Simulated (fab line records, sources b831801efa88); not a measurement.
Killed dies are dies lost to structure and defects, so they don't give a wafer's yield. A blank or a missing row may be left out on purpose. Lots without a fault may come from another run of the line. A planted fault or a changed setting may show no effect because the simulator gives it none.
Which tool did it? | flow gf180mcu | 13 lots, 39 wafers sampled, at 4 steps of a route of 602

WHAT THE GAUGES READ, wafer by wafer
GF_PASSIVATION_THK_MEAS_01.
lot  | measured     | on            | PASSIVATION_CVD_00_THK (nm)
L738 | day 28 02:32 | film_metro-01 | 998 1024 1004
L737 | day 28 02:56 | film_metro-01 | 987 1013 1011
L740 | day 28 20:15 | film_metro-04 | 999 1017 1014
L741 | day 29 00:08 | film_metro-03 | 1009 1020 1024
L748 | day 31 10:53 | film_metro-01 | 972 999 1014
L749 | day 31 19:03 | film_metro-03 | 982 988 1000
L750 | day 32 01:28 | film_metro-01 | 985 992 992
L751 | day 32 07:17 | film_metro-04 | 996 992 1006
L753 | day 32 11:43 | film_metro-01 | 989 1011 1005
L757 | day 33 20:31 | film_metro-01 | 985 998 1003
L759 | day 34 03:07 | film_metro-03 | 988 1007 1005
L758 | day 34 03:07 | film_metro-01 | 991 996 997
L760 | day 34 18:43 | film_metro-01 | 982 994 1010

WHICH TOOL RAN EACH LOT (tool, then ch and the chambers of the sampled wafers, then the start)
lot  | GF_M2_SPUTTER_01             | GF_TOP_METAL_SPUTTER_02      | GF_PASSIVATION_CVD_00
L738 | pvd_sputter-03, day 18 05:23 | pvd_sputter-03, day 27 05:10 | pecvd-04 ch 0,2, day 28 02:27
L737 | pvd_sputter-02, day 18 06:11 | pvd_sputter-02, day 27 06:06 | pecvd-02 ch 0,1, day 28 02:50
L740 | pvd_sputter-01, day 18 23:54 | pvd_sputter-03, day 27 23:22 | pecvd-02 ch 0,1, day 28 20:10
L741 | pvd_sputter-01, day 19 06:37 | pvd_sputter-03, day 28 02:58 | pecvd-02 ch 0,1,2, day 29 00:04
L748 | pvd_sputter-02, day 22 12:02 | pvd_sputter-01, day 30 16:14 | pecvd-04 ch 0,1, day 31 10:48
L749 | pvd_sputter-02, day 22 19:23 | pvd_sputter-03, day 30 23:53 | pecvd-04 ch 0,2, day 31 18:58
L750 | pvd_sputter-02, day 23 05:05 | pvd_sputter-03, day 31 07:14 | pecvd-01 ch 0,2, day 32 01:23
L751 | pvd_sputter-03, day 23 12:44 | pvd_sputter-01, day 31 13:06 | pecvd-01 ch 0,1, day 32 07:11
L753 | pvd_sputter-01, day 23 18:13 | pvd_sputter-01, day 31 17:35 | pecvd-02 ch 1,2, day 32 11:35
L757 | pvd_sputter-01, day 25 13:15 | pvd_sputter-01, day 33 03:52 | pecvd-04 ch 0,2, day 33 20:26
L759 | pvd_sputter-03, day 25 22:48 | pvd_sputter-01, day 33 10:19 | pecvd-01 ch 0,2, day 34 03:01
L758 | pvd_sputter-03, day 26 00:16 | pvd_sputter-03, day 33 10:54 | pecvd-02 ch 1,2, day 34 03:02
L760 | pvd_sputter-02, day 26 19:28 | pvd_sputter-02, day 34 02:45 | pecvd-04 ch 0,1, day 34 18:38
- GF_M2_SPUTTER_01: material TiN, target thk 30 nm, time 25 s.
- GF_TOP_METAL_SPUTTER_02: material AlCu, target thk 900 nm, time 47.82 s.
- GF_PASSIVATION_CVD_00: deposits SiO2 from TEOS, target thk 1000 nm, time 111.95 s.

WHAT THE TOOLS THEMSELVES READ (means of the sampled wafers that have a number; where no wafer has one, the mark that the record gives instead)
GF_M2_SPUTTER_01.
lot  | tool           | throttle_valve_pct (%)
L738 | pvd_sputter-03 | 28.5
L737 | pvd_sputter-02 | 29.3
L740 | pvd_sputter-01 | 30.3
L741 | pvd_sputter-01 | 29.9
L748 | pvd_sputter-02 | 30.5
L749 | pvd_sputter-02 | 29.0
L750 | pvd_sputter-02 | 29.1
L751 | pvd_sputter-03 | 28.2
L753 | pvd_sputter-01 | 29.3
L757 | pvd_sputter-01 | 30.3
L759 | pvd_sputter-03 | 28.2
L758 | pvd_sputter-03 | 28.0
L760 | pvd_sputter-02 | 28.8

GF_TOP_METAL_SPUTTER_02.
lot  | tool           | throttle_valve_pct (%)
L738 | pvd_sputter-03 | 28.0
L737 | pvd_sputter-02 | 29.4
L740 | pvd_sputter-03 | 28.8
L741 | pvd_sputter-03 | 27.9
L748 | pvd_sputter-01 | 29.7
L749 | pvd_sputter-03 | 29.0
L750 | pvd_sputter-03 | 28.6
L751 | pvd_sputter-01 | 29.7
L753 | pvd_sputter-01 | 30.1
L757 | pvd_sputter-01 | 31.3
L759 | pvd_sputter-01 | 29.8
L758 | pvd_sputter-03 | 28.3
L760 | pvd_sputter-02 | 29.1

GF_PASSIVATION_CVD_00.
lot  | tool     | heater_power_outer_w (W) | heater_power_w (W)
L738 | pecvd-04 | 296                      | 545
L737 | pecvd-02 | 361                      | 615
L740 | pecvd-02 | 386                      | 702
L741 | pecvd-02 | 374                      | 641
L748 | pecvd-04 | 344                      | 604
L749 | pecvd-04 | 259                      | 490
L750 | pecvd-01 | 363                      | 615
L751 | pecvd-01 | 321                      | 560
L753 | pecvd-02 | 411                      | 645
L757 | pecvd-04 | 302                      | 551
L759 | pecvd-01 | 406                      | 665
L758 | pecvd-02 | 379                      | 603
L760 | pecvd-04 | 362                      | 632

THE ANSWER, worked out from the rows above alone
Rule: what is usual is taken from the lots themselves. Put in order of their means at a reading, lots are off if they are a third of the lots or fewer, leave a main group of 4 or more, and stand apart from it by a gap of 3 or more times the standard deviation of the main group's means; of several such gaps the widest counts. A main group whose means are all the same, to the digits that the tables above print for the reading, isn't used. A lot without any number at a reading at which 4 lots or more have one is off too. The other lots that the step has rows for count as sound. The gauges are gone through in route order, then the tools' own readings, and for those a lot's mean is taken as printed above. The first step at which some lot is off is used, and at that step the reading that is off furthest; a lot without a number counts as furthest.
No lot is off at any reading shown: from this, nothing can be told.

WHAT THE SIMULATOR HAD PUT IN
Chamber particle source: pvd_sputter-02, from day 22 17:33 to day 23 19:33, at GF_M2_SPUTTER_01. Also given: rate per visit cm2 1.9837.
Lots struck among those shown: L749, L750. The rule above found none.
